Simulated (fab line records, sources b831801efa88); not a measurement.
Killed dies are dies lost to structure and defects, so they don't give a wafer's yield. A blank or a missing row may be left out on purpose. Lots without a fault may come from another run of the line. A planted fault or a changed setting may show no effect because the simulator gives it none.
A struck lot beside a sound one | flow sky130 | 14 steps out of a route of 708
Sound: wafers L764.2, L764.5, L764.6. Struck: wafers L772.3, L772.4, L772.6. The cause comes at the end.
At each step with rows: each side's tool, then ch and its chambers, then its first start. Under that, the readings that differ: sound wafers | struck wafers | difference of the means | sigmas: that difference in standard deviations of wafers without a fault.
alike: readings whose means differ by less than 2 such deviations, and words and numbers that are the same on both sides. not compared: withheld readings, readings that some wafer has no value for, bounds like >300 that may hide the same value, and numbers for which the record gives no deviation and whose values overlap.
The two part at a step that has a row with sigmas, a row that says differs or no value, or rows on one side only. Numbers that don't overlap but have no deviation are shown without sigmas and don't part them. A reading that every wafer of one side lacks parts them only if that side has two wafers or more.

SKY_METAL1_THK_MEAS_06: measures by xrf.
  sound on film_metro-02, day 34 03:34; struck on film_metro-04, day 36 14:48
  alike: METAL1_ALCU_THK
then, 8 steps without rows for these wafers: SKY_METAL1_DEHYDRATE_07 (time 60 s); SKY_METAL1_HMDS_08 (prime time 60 s); SKY_METAL1_COAT_09 (resist thk 60 nm); SKY_METAL1_COAT_10 (resist thk 450 nm); SKY_METAL1_SOFTBAKE_11 (time 90 s); SKY_METAL1_EXPOSE_12 (exposes mask MM1, target cd 140 nm); SKY_METAL1_PEB_13; SKY_METAL1_DEVELOP_14 (develop time 60 s).
SKY_METAL1_CD_MEAS_15: target cd 140 nm.
  sound on cd_sem-02, day 35 05:44; struck on cd_sem-02, day 37 16:57
  alike: cd_nm
SKY_METAL1_OVL_MEAS_16:
  sound on overlay-02, day 35 05:50; struck on overlay-01, day 37 17:02
  reading         | sound   | struck | difference | sigmas
  METAL1_OVL (nm) | -6 1 -5 | 6 8 6  | +10        | +3
SKY_METAL1_DESCUM_17: chemistry O2, time 8 s.
  sound on rie_metal-02 ch 0,1, day 35 05:52; struck on rie_metal-02 ch 0,1, day 37 17:04
  alike: drypump_motor_current_A, he_backside_leak_sccm, oes_product_au, temp_c
  not compared: rf_hours_counter_h
SKY_METAL1_ETCH_18: etches BARC in N2/H2, stops on SiO2, time 45.9 s, target depth 60 nm.
  sound on rie_metal-02 ch 0,1, day 35 05:54; struck on rie_metal-02 ch 0,1, day 37 17:07
  alike: drypump_motor_current_A, he_backside_leak_sccm, n2_flow_sccm, oes_product_au, throttle_valve_pct
  not compared: rf_hours_counter_h, model.KrF-thick_of_METAL1_COAT_10.thk_nm
SKY_METAL1_METAL_ETCH_19: etches the open film in Cl2/BCl3, stops on SiO2, target depth 360 nm, time 78 s.
  sound on rie_metal-02 ch 0,1, day 35 05:58; struck on rie_metal-02 ch 0,1, day 37 17:11
  alike: drypump_motor_current_A, he_backside_leak_sccm, oes_product_au, throttle_valve_pct
  not compared: rf_hours_counter_h

WHERE THEY PART
Only at SKY_METAL1_OVL_MEAS_16, within this record. Later steps at which nothing parts them and some readings are alike: SKY_METAL1_DESCUM_17, SKY_METAL1_ETCH_18, SKY_METAL1_METAL_ETCH_19.

WHY: what the simulator had put in
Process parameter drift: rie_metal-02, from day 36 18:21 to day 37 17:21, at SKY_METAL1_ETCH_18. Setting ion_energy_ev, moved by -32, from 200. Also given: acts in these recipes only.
